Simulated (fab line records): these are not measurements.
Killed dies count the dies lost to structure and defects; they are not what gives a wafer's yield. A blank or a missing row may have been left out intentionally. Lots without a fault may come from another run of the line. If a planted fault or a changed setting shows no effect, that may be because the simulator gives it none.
A struck lot beside a sound one / flow sky130 / 37 out of 708 route steps
Sound: these wafers, L154.3, L154.4, L154.5. Wafers L164.3, L164.4, L164.5 were the ones struck. The cause is given at the end.
Each step with rows lists, per side, the tool, then ch with its chambers, then its first start. Under that, the readings that differ: sound wafers / struck wafers / difference of the means / sigmas: that difference in standard deviations of wafers without a fault.
alike: readings with means less than 2 such deviations apart, plus words and numbers identical on both sides. not compared: withheld readings, readings lacking a value on some wafer, bounds such as >300 that could conceal the same value, and numbers that have no deviation in the record and whose values overlap.
Wherever a step has rows on one side only, a row that says differs or no value, or a row with sigmas, the two part there. Non-overlapping numbers with no deviation appear without sigmas and do not part them. Lack of a reading on every wafer of one side parts them only where that side has two or more wafers.

first, 10 steps without rows for these wafers: SKY_VIA2_CLEAN_18 (cleans in IPA, time 180 s); SKY_VIA2_CLEAN_19 (cleans in O3/DIW); SKY_VIA2_SPUTTER_20 (material TiN, target thk 20 nm, time 80 s); SKY_VIA2_CVD_21 (deposits W, target thk 420 nm, time 126.4 s); SKY_VIA2_CMP_24 (polishes, stops on SiO2, t overpolish 20 s, target thk 0 nm); SKY_METAL3_SPUTTER_00 (material Ti, target thk 15 nm, time 10 s); SKY_METAL3_SPUTTER_01 (material TiN, target thk 20 nm, time 16.7 s); SKY_METAL3_SPUTTER_02 (material AlCu, target thk 735 nm, time 39.1 s); SKY_METAL3_SPUTTER_03 (material Ti, target thk 5 nm, time 3.3 s); SKY_METAL3_SPUTTER_04 (material TiN, target thk 70 nm, time 58.3 s).
SKY_CAPM_CVD_00: deposits SiO2, target thk 15.5 nm.
  sound on pecvd-04 ch 0,2, day 37 13:58; struck on pecvd-04 ch 0,2, day 41 04:43
  alike: heater_power_outer_w, heater_power_w, rf_fwd_power_W
SKY_CAPM_THK_MEAS_01:
  sound on film_metro-02 at day 37 14:01; struck on film_metro-03 at day 41 04:45
reading=CAPM_CVD_00_THK (nm); sound=15.55 15.33 15.83; struck=13.85 13.96 14.11; difference=-1.60; sigmas=-6
then, 23 steps without rows for these wafers: SKY_CAPM_SPUTTER_02 (material TiN, target thk 200 nm, time 166.7 s); SKY_CAPM_DEHYDRATE_05 (time 60 s); SKY_CAPM_HMDS_06 (prime time 60 s); SKY_CAPM_COAT_07 (resist thk 1140 nm); SKY_CAPM_SOFTBAKE_08 (time 60 s); SKY_CAPM_EXPOSE_09 (exposes mask CAPM, target cd 1000 nm); SKY_CAPM_PEB_10; SKY_CAPM_DEVELOP_11 (develop time 60 s); SKY_CAPM_METAL_ETCH_13 (etches TiN in Cl2/BCl3, stops on SiO2, target depth 220 nm, time 62.9 s); SKY_CAPM_STRIP_14 (strips in O2/N2); SKY_CAPM_STRIP_15 (strips in post etch residue remover, time 1200 s); SKY_CAPM_CLEAN_16 (cleans in IPA, time 180 s); SKY_CAPM_CLEAN_17 (cleans in O3/DIW); SKY_METAL3_DEHYDRATE_05 (time 60 s); SKY_METAL3_HMDS_06 (prime time 60 s); SKY_METAL3_COAT_07 (resist thk 60 nm); SKY_METAL3_COAT_08 (resist thk 1130 nm); SKY_METAL3_SOFTBAKE_09 (time 90 s); SKY_METAL3_EXPOSE_10 (exposes mask MM3, target cd 300 nm); SKY_METAL3_PEB_11; SKY_METAL3_DEVELOP_12 (develop time 60 s); SKY_METAL3_DESCUM_15 (chemistry O2, time 8 s); SKY_METAL3_ETCH_16 (etches BARC in N2/H2, stops on SiO2, time 88.2 s, target depth 60 nm).
-- the record jumps here: 2 days lie between the struck wafers' starts before and after --
SKY_METAL3_ETCH_17: etches SiO2 in C4F8/O2/Ar, stops on TiN, time 3.9 s, target depth 15 nm.
  sound on rie_diel-02 ch 0,1,2, day 39 17:54; struck on rie_diel-04 ch 1,2,3, day 43 05:07
reading=oes_product_au (a.u.); sound=0.746 0.737 0.746; struck=0.696 0.699 0.702; difference=-0.044; sigmas=-5
  alike: rf_fwd_power_W
  not compared: rf_hours_counter_h
-- the record jumps here: 6 days lie between the struck wafers' starts before and after (it left off in module METAL3 and takes up again in module PAD_OPEN, whose first step shown is number 708 of the route) --
SKY_PAD_OPEN_PROBE_99:
  sound on prober-01 at day 46 19:21; struck on prober-01 at day 49 14:28
reading=model.etest.tester.sort_n_pass; sound=393 397 418; struck=320 344 354; difference=-63; sigmas=
reading=model.etest.tester.sort_yield_pct (%); sound=79.88 80.69 84.96; struck=65.04 69.92 71.95; difference=-12.87; sigmas=
reading=model.etest.tester.sort_bin_5_pct (%); sound=11.18 11.99 8.537; struck=25.41 21.14 20.93; difference=+11.92; sigmas=
reading=model.etest.cap_mim.c_ff_um2_rim_less_centre; sound=-0.02745 -0.01617 -0.02842; struck=0.7371 0.7858 0.7902; difference=+0.7950; sigmas=
reading=model.etest.tester.sort_bin_8_pct (%); sound=0 0 0; struck=0.0001695 5.54e-05 1.61e-06; difference=+0.0000755; sigmas=
  alike: defect_limited_yield, killed_at_M0_to_M3, killed_at_M4_up, killed_at_contacts, killed_at_front_end, killed_at_other, killed_dies, killed_open, killed_short
  not compared: model.etest.tester.sort_bin_4_pct

== WHERE THEY PART ==
Earliest at SKY_CAPM_THK_MEAS_01; latest, in this record, at SKY_METAL3_ETCH_17. Later steps at which nothing parts them and some readings are alike: SKY_PAD_OPEN_PROBE_99.

WHY: the cause the simulator had injected
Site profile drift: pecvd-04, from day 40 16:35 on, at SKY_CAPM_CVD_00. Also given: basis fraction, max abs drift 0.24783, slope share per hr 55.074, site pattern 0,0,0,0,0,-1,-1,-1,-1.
